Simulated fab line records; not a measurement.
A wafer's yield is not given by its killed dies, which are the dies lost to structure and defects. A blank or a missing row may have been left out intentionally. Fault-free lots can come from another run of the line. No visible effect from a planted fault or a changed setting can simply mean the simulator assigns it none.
The tool behind it: which one? / flow sky130 / 12 lots, 36 wafers sampled, at 6 steps of a route of 708

## WHAT EACH GAUGE READ, for each wafer
SKY_POLY_GATE_THK_MEAS_01.
lot=L496; measured=day 14 09:36; on=film-metro-04; POLY_GATE_CVD_00_THK (nm)=177.3 178.5 177.3
lot=L498; measured=day 14 18:06; on=film-metro-01; POLY_GATE_CVD_00_THK (nm)=180.0 180.1 180.3
lot=L499; measured=day 15 08:40; on=film-metro-04; POLY_GATE_CVD_00_THK (nm)=180.7 182.7 181.2
lot=L500; measured=day 15 11:55; on=film-metro-01; POLY_GATE_CVD_00_THK (nm)=182.5 181.0 181.0
lot=L501; measured=day 15 21:29; on=film-metro-03; POLY_GATE_CVD_00_THK (nm)=179.7 180.3 179.5
lot=L502; measured=day 16 09:28; on=film-metro-03; POLY_GATE_CVD_00_THK (nm)=181.7 180.7 181.2
lot=L503; measured=day 16 19:42; on=film-metro-01; POLY_GATE_CVD_00_THK (nm)=178.8 181.2 180.0
lot=L504; measured=day 16 22:54; on=film-metro-01; POLY_GATE_CVD_00_THK (nm)=179.0 179.5 179.8
lot=L505; measured=day 17 03:41; on=film-metro-04; POLY_GATE_CVD_00_THK (nm)=178.8 179.1 178.3
lot=L508; measured=day 18 14:11; on=film-metro-03; POLY_GATE_CVD_00_THK (nm)=178.0 180.1 180.1
lot=L518; measured=day 21 21:32; on=film-metro-01; POLY_GATE_CVD_00_THK (nm)=154.3 156.4 155.0
lot=L519; measured=day 22 03:20; on=film-metro-03; POLY_GATE_CVD_00_THK (nm)=157.2 156.5 157.6

SKY_LI_CONTACT_THK_MEAS_23: measures by xrf.
lot=L496; measured=day 29 11:40; on=film-metro-03; LI_CONTACT_W_THK (nm)=383 402 384
lot=L498; measured=day 29 21:11; on=film-metro-01; LI_CONTACT_W_THK (nm)=377 386 378
lot=L499; measured=day 30 13:04; on=film-metro-04; LI_CONTACT_W_THK (nm)=392 383 391
lot=L500; measured=day 30 17:20; on=film-metro-04; LI_CONTACT_W_THK (nm)=392 382 389
lot=L501; measured=day 31 02:25; on=film-metro-01; LI_CONTACT_W_THK (nm)=391 390 384
lot=L502; measured=day 31 13:07; on=film-metro-04; LI_CONTACT_W_THK (nm)=393 409 391
lot=L503; measured=day 31 22:17; on=film-metro-01; LI_CONTACT_W_THK (nm)=395 407 387
lot=L504; measured=day 31 22:59; on=film-metro-01; LI_CONTACT_W_THK (nm)=377 378 391
lot=L505; measured=day 32 05:43; on=film-metro-03; LI_CONTACT_W_THK (nm)=379 384 377
lot=L508; measured=day 33 11:14; on=film-metro-04; LI_CONTACT_W_THK (nm)=397 407 413
lot=L518; measured=day 36 08:26; on=film-metro-04; LI_CONTACT_W_THK (nm)=387 382 385
lot=L519; measured=day 36 17:44; on=film-metro-03; LI_CONTACT_W_THK (nm)=374 374 375

SKY_METAL1_RS_MEAS_05: measures by four-point-probe.
lot=L496; measured=day 31 23:25; on=film-metro-02; METAL1_ALCU_RS (ohm/sq)=0.1249 0.1245 0.1264
lot=L498; measured=day 32 08:21; on=film-metro-02; METAL1_ALCU_RS (ohm/sq)=0.1265 0.1297 0.1271
lot=L499; measured=day 32 23:29; on=film-metro-02; METAL1_ALCU_RS (ohm/sq)=0.1269 0.1269 0.1272
lot=L500; measured=day 33 03:04; on=film-metro-03; METAL1_ALCU_RS (ohm/sq)=0.1273 0.1246 0.1287
lot=L501; measured=day 33 12:23; on=film-metro-02; METAL1_ALCU_RS (ohm/sq)=0.1241 0.1212 0.1237
lot=L502; measured=day 33 22:54; on=film-metro-04; METAL1_ALCU_RS (ohm/sq)=0.1227 0.1246 0.1264
lot=L503; measured=day 34 07:01; on=film-metro-04; METAL1_ALCU_RS (ohm/sq)=0.1239 0.1251 0.1250
lot=L504; measured=day 34 08:52; on=film-metro-02; METAL1_ALCU_RS (ohm/sq)=0.1291 0.1264 0.1257
lot=L505; measured=day 34 14:20; on=film-metro-02; METAL1_ALCU_RS (ohm/sq)=0.1285 0.1253 0.1285
lot=L508; measured=day 35 18:56; on=film-metro-02; METAL1_ALCU_RS (ohm/sq)=0.1288 0.1264 0.1254
lot=L518; measured=day 38 16:29; on=film-metro-03; METAL1_ALCU_RS (ohm/sq)=0.1232 0.1278 0.1273
lot=L519; measured=day 39 01:35; on=film-metro-02; METAL1_ALCU_RS (ohm/sq)=0.1255 0.1267 0.1254

SKY_METAL1_THK_MEAS_06: measures by xrf.
lot=L496; measured=day 31 23:32; on=film-metro-02; METAL1_ALCU_THK (nm)=254 256 251
lot=L498; measured=day 32 08:26; on=film-metro-02; METAL1_ALCU_THK (nm)=251 245 250
lot=L499; measured=day 32 23:37; on=film-metro-02; METAL1_ALCU_THK (nm)=248 249 249
lot=L500; measured=day 33 03:10; on=film-metro-03; METAL1_ALCU_THK (nm)=251 254 245
lot=L501; measured=day 33 12:30; on=film-metro-02; METAL1_ALCU_THK (nm)=257 263 258
lot=L502; measured=day 33 23:01; on=film-metro-04; METAL1_ALCU_THK (nm)=259 256 252
lot=L503; measured=day 34 07:07; on=film-metro-04; METAL1_ALCU_THK (nm)=256 254 253
lot=L504; measured=day 34 08:59; on=film-metro-02; METAL1_ALCU_THK (nm)=246 252 253
lot=L505; measured=day 34 14:28; on=film-metro-02; METAL1_ALCU_THK (nm)=249 256 249
lot=L508; measured=day 35 19:04; on=film-metro-02; METAL1_ALCU_THK (nm)=247 251 256
lot=L518; measured=day 38 16:36; on=film-metro-03; METAL1_ALCU_THK (nm)=255 248 248
lot=L519; measured=day 39 01:42; on=film-metro-02; METAL1_ALCU_THK (nm)=254 252 257

## TOOL THAT RAN EACH LOT (tool first, then ch and the chambers of the sampled wafers, then the start)
lot=L496; SKY_POLY_GATE_CVD_00=lpcvd-01 ch 0, day 14 08:24; SKY_POLY_GATE_ETCH_17=rie-si-02 ch 0,1,3, day 16 20:26
lot=L498; SKY_POLY_GATE_CVD_00=lpcvd-01 ch 1, day 14 16:52; SKY_POLY_GATE_ETCH_17=rie-si-01 ch 1,2, day 17 05:27
lot=L499; SKY_POLY_GATE_CVD_00=lpcvd-01 ch 1, day 15 07:28; SKY_POLY_GATE_ETCH_17=rie-si-02 ch 0,1,2, day 17 19:05
lot=L500; SKY_POLY_GATE_CVD_00=lpcvd-01 ch 1, day 15 10:42; SKY_POLY_GATE_ETCH_17=rie-si-02 ch 0,3, day 17 22:53
lot=L501; SKY_POLY_GATE_CVD_00=lpcvd-01 ch 0, day 15 20:17; SKY_POLY_GATE_ETCH_17=rie-si-01 ch 0,1,2, day 18 10:10
lot=L502; SKY_POLY_GATE_CVD_00=lpcvd-01 ch 0, day 16 08:16; SKY_POLY_GATE_ETCH_17=rie-si-01 ch 0,1,2, day 18 23:28
lot=L503; SKY_POLY_GATE_CVD_00=lpcvd-01 ch 0, day 16 18:29; SKY_POLY_GATE_ETCH_17=rie-si-01 ch 0,3, day 19 09:28
lot=L504; SKY_POLY_GATE_CVD_00=lpcvd-01 ch 1, day 16 21:42; SKY_POLY_GATE_ETCH_17=rie-si-01 ch 2,3, day 19 12:26
lot=L505; SKY_POLY_GATE_CVD_00=lpcvd-01 ch 0, day 17 02:29; SKY_POLY_GATE_ETCH_17=rie-si-01 ch 0,1,2, day 19 19:05
lot=L508; SKY_POLY_GATE_CVD_00=lpcvd-01 ch 1, day 18 12:59; SKY_POLY_GATE_ETCH_17=rie-si-02 ch 0,1,2, day 21 05:07
lot=L518; SKY_POLY_GATE_CVD_00=lpcvd-01 ch 0, day 21 20:20; SKY_POLY_GATE_ETCH_17=rie-si-02 ch 1,2,3, day 24 11:44
lot=L519; SKY_POLY_GATE_CVD_00=lpcvd-01 ch 0, day 22 02:08; SKY_POLY_GATE_ETCH_17=rie-si-01 ch 0,1,2, day 24 18:25
- SKY_POLY_GATE_CVD_00: deposits poly-Si, target thk 180 nm, time 720 s.
- SKY_POLY_GATE_ETCH_17: etches poly-Si in HBr/Cl2, stops on SiO2, target depth 180 nm, time 70.5 s.

## WHAT THE TOOLS THEMSELVES READ (means of the sampled wafers that have a number; where no wafer has one, the mark that the record gives instead)
SKY_POLY_GATE_ETCH_17.
lot=L496; tool=rie-si-02; drypump-motor-current-A (A)=5.9; he-backside-leak-sccm (sccm)=2.63; oes-product-au (a.u.)=0.989; throttle-valve-pct (%)=33.688
lot=L498; tool=rie-si-01; drypump-motor-current-A (A)=6.0; he-backside-leak-sccm (sccm)=2.79; oes-product-au (a.u.)=0.985; throttle-valve-pct (%)=33.676
lot=L499; tool=rie-si-02; drypump-motor-current-A (A)=5.7; he-backside-leak-sccm (sccm)=2.72; oes-product-au (a.u.)=0.998; throttle-valve-pct (%)=33.688
lot=L500; tool=rie-si-02; drypump-motor-current-A (A)=5.8; he-backside-leak-sccm (sccm)=2.40; oes-product-au (a.u.)=0.987; throttle-valve-pct (%)=33.675
lot=L501; tool=rie-si-01; drypump-motor-current-A (A)=5.9; he-backside-leak-sccm (sccm)=2.77; oes-product-au (a.u.)=0.983; throttle-valve-pct (%)=33.675
lot=L502; tool=rie-si-01; drypump-motor-current-A (A)=6.0; he-backside-leak-sccm (sccm)=2.92; oes-product-au (a.u.)=0.985; throttle-valve-pct (%)=33.686
lot=L503; tool=rie-si-01; drypump-motor-current-A (A)=5.2; he-backside-leak-sccm (sccm)=2.85; oes-product-au (a.u.)=0.983; throttle-valve-pct (%)=33.687
lot=L504; tool=rie-si-01; drypump-motor-current-A (A)=5.6; he-backside-leak-sccm (sccm)=2.67; oes-product-au (a.u.)=0.985; throttle-valve-pct (%)=33.682
lot=L505; tool=rie-si-01; drypump-motor-current-A (A)=6.0; he-backside-leak-sccm (sccm)=2.79; oes-product-au (a.u.)=0.975; throttle-valve-pct (%)=33.685
lot=L508; tool=rie-si-02; drypump-motor-current-A (A)=5.7; he-backside-leak-sccm (sccm)=2.67; oes-product-au (a.u.)=0.987; throttle-valve-pct (%)=33.678
lot=L518; tool=rie-si-02; drypump-motor-current-A (A)=6.0; he-backside-leak-sccm (sccm)=2.58; oes-product-au (a.u.)=0.896; throttle-valve-pct (%)=33.680
lot=L519; tool=rie-si-01; drypump-motor-current-A (A)=6.0; he-backside-leak-sccm (sccm)=2.68; oes-product-au (a.u.)=0.902; throttle-valve-pct (%)=33.689

## THE ANSWER, worked out from the rows above alone
Rule: the usual values come from the lots themselves. The widest of any qualifying gaps counts: lots, ordered by their means at a reading, are off when they make up no more than a third of the lots, leave a main group of 4 or more, and stand apart from it by 3 or more times the standard deviation of that group's means. If all means in a main group match to the digits the tables above print for the reading, that group is not used. Also off: a lot with no number at a reading for which 4 or more lots have one. Any other lot the step has rows for is counted as sound. Order of review: gauges by route order, followed by the tools' own readings, for which a lot's mean as printed above is used. The first step at which some lot is off is used, and at that step the reading that is off furthest; a lot without a number counts as furthest.
Off: L518, L519, seen at SKY_POLY_GATE_THK_MEAS_01 (POLY_GATE_CVD_00_THK). For the main group the mean is 179.9 nm and the standard deviation 1.2.
If a tool, at a process step before that reading, ran all the lots that are off and no sound lot after the first of them, it fits. Not tried: the gauges at SKY_POLY_GATE_THK_MEAS_01; whatever is off there is also off at SKY_POLY_GATE_ETCH_17, on other tools, and gauge error can't account for it. One fits: SKY_POLY_GATE_CVD_00 on lpcvd-01. A fault onset in the window from L508 (day 18 12:59, its last sound lot) to L518 (day 21 20:20, its first lot off) fits.

## WHAT THE SIMULATOR HAD PUT IN
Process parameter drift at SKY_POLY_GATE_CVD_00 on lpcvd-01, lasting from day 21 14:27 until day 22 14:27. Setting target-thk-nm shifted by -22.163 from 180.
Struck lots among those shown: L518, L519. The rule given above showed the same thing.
